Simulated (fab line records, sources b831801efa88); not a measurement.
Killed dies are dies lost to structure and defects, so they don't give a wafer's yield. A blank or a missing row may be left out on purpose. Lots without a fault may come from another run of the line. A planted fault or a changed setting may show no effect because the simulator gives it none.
One fault seen from 2 desks | flow gf180mcu | each desk has only its own numbers; what lay behind them comes last

THE METROLOGY DESK
What the gauges read, lot by lot, whatever tool the lot ran on: means of the sampled wafers that have a number. A lot is out of limits, marked OUT, if its mean lies more than 4 standard deviations from the usual mean; the brackets give that distance.
Columns: A = MVSD_OVL at GF_MVSD_OVL_MEAS_07, usual -0.8 nm; B = MVSD_TW at GF_MVSD_TW_MEAS_11, usual 1588
lot  | first seen here | A    | B
L828 | day 4 09:22     | -1.2 | 1576
L829 | day 4 15:08     | -0.8 | 1573
L830 | day 4 22:58     | -1.1 | 1583
L831 | day 5 04:29     | -0.1 | 1613
L832 | day 5 08:41     | -1.4 | 1616
L836 | day 6 10:11     | 1.1  | 1614
L838 | day 6 21:37     | -1.1 | 1622
L839 | day 7 02:32     | -1.4 | 1569
L841 | day 7 16:02     | -0.4 | 1573
L846 | day 8 19:41     | -2.2 | 1571
L847 | day 8 23:41     | -1.0 | 1609
L848 | day 9 07:53     | -2.2 | 1561
L849 | day 9 10:47     | -2.3 | 1621
L850 | day 9 17:09     | -1.4 | 1568
L851 | day 9 23:34     | -0.3 | 1566
This desk's finding: nothing out of limits on any of the 15 lots.

THE TOOL OWNER'S DESK: cmp-02
The tool's own readings at GF_STI_CMP_25 (polishes, stops on Si3N4, t overpolish 33 s, target thk 524.6 nm): means of the sampled wafers that have a number, for each lot that ran on this tool. A lot is out of limits, marked OUT, if its mean lies more than 4 standard deviations from the usual mean; the brackets give that distance.
Columns: A = motor_current_A at GF_STI_CMP_25, usual 11.6 A; B = overpolish_run_s at GF_STI_CMP_25, usual 32.998 s; C = time_to_endpoint_s at GF_STI_CMP_25, usual 124 s
lot  | first seen here | A    | B      | C
L828 | day 2 03:29     | 12.4 | 33.001 | 120
L830 | day 2 14:17     | 12.3 | 32.998 | 121
L831 | day 2 20:23     | 11.7 | 32.999 | 123
L832 | day 3 01:05     | 12.0 | 32.997 | 203 (+16) OUT
L836 | day 3 21:42     | 11.9 | 33.009 | 251 (+26) OUT
L839 | day 4 12:19     | 11.2 | 32.989 | 246 (+25) OUT
This desk's finding: out of limits on L832, L836, L839; first on L832, day 3 01:05 (time_to_endpoint_s at GF_STI_CMP_25). In limits: L828, L830, L831.

PUT TOGETHER
The tool owner's desk could have raised an alarm at day 3 01:05, on L832, L836, L839.
The metrology desk saw nothing out of limits.
The metrology desk has L832, L836, L839 on record, within its limits.
Of the lots named, all ran GF_STI_CMP_25 on cmp-02.

WHAT THE SIMULATOR HAD PUT IN
Process parameter drift: cmp-02, from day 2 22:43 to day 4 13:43, at GF_STI_CMP_25. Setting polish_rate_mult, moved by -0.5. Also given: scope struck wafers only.
Lots struck among those shown: L832, L836, L839.
Hours from the fault's start to each desk's first reading out of limits: the tool owner's desk, 2.
